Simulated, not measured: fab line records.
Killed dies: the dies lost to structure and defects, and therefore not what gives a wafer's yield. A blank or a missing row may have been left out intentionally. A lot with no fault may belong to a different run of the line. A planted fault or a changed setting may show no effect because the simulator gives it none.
One fault through the eyes of 2 desks ; flow sky130 ; each desk holds nothing but its own numbers, with what lay behind them at the end

THE METROLOGY DESK
What the gauges read for every lot (on any tool): the sampled wafers with a number, averaged. The brackets show how far a lot's mean lies from the usual mean; more than 4 standard deviations puts the lot out of limits, marked OUT.
Columns: A = SD_P_OVL at SKY_SD_P_OVL_MEAS_08, usual -0.3 nm; B = SD_N_OVL at SKY_SD_N_OVL_MEAS_08, usual 0.5 nm; C = LI_CONTACT_HDPCVD_THK at SKY_LI_CONTACT_THK_MEAS_01, usual 930 nm
lot;first seen here;A;B;C
L916;day 25 11:28;-0.5;0.5;929
L917;day 25 18:33;-0.4;0.1;939
L920;day 27 05:48;-0.2;-0.7;934
L921;day 27 13:35;0.2;1.1;944
L922;day 27 16:50;-1.8;0.4;921
L926;day 29 00:07;-1.2;2.3;925
L927;day 29 07:59;0.0;0.7;1003 (+5.2) OUT
L928;day 29 16:23;0.6;-2.5;1061 (+9.4) OUT
L930;day 30 07:24;0.8;-2.0;1192 (+19) OUT
L937;day 32 15:33;-1.0;0.4;921
L938;day 32 17:28;-0.9;0.2;948
L939;day 33 00:48;-0.8;-0.1;936
This desk reports L927, L928, L930 out of limits; the earliest was L927 at day 31 17:44 (LI_CONTACT_HDPCVD_THK at SKY_LI_CONTACT_THK_MEAS_01). In limits: L916, L917, L920, L921, L922, L926, L937, L938, L939.

FOR THE TOOL OWNER'S DESK: hdpcvd-01
The tool's own readings at SKY_LI_CONTACT_HDPCVD_00 (deposits PSG, target thk 930 nm, time 155 s): means of the sampled wafers that have a number, for each lot that ran on this tool. The brackets show how far a lot's mean lies from the usual mean; more than 4 standard deviations puts the lot out of limits, marked OUT.
Columns: A = pressureMtorr at SKY_LI_CONTACT_HDPCVD_00, usual 5.997 mTorr; B = runLengthS at SKY_LI_CONTACT_HDPCVD_00, usual 183.1 s
lot;first seen here;A;B
L920;day 29 16:41;5.994;183.1
L922;day 30 04:14;5.985;183.4
L926;day 31 10:53;6.004;183.4
L927;day 31 17:38;5.998;198.2 (+35) OUT
L928;day 32 02:17;6.001;205.4 (+52) OUT
L930;day 32 16:05;5.994;227.9 (+99 or more) OUT
This desk's finding: out of limits on L927, L928, L930; first on L927, day 31 17:38 (runLengthS at SKY_LI_CONTACT_HDPCVD_00). In limits: L920, L922, L926.

PUT TOGETHER
An alarm could have come from the tool owner's desk at day 31 17:38, on L927, L928, L930.
On L927, L928, L930, the metrology desk was in a position to raise an alarm at day 31 17:44.
SKY_LI_CONTACT_HDPCVD_00 was run on hdpcvd-01 by each of the lots named.

WHAT THE SIMULATOR PUT IN
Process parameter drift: hdpcvd-01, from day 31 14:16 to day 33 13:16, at SKY_LI_CONTACT_HDPCVD_00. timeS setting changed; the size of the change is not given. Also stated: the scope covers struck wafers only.
Lots struck among those shown: L927, L928, L930.
Counting hours from when the fault started, the first reading out of limits came at 3 for the tool owner's desk and at 3 for the metrology desk.
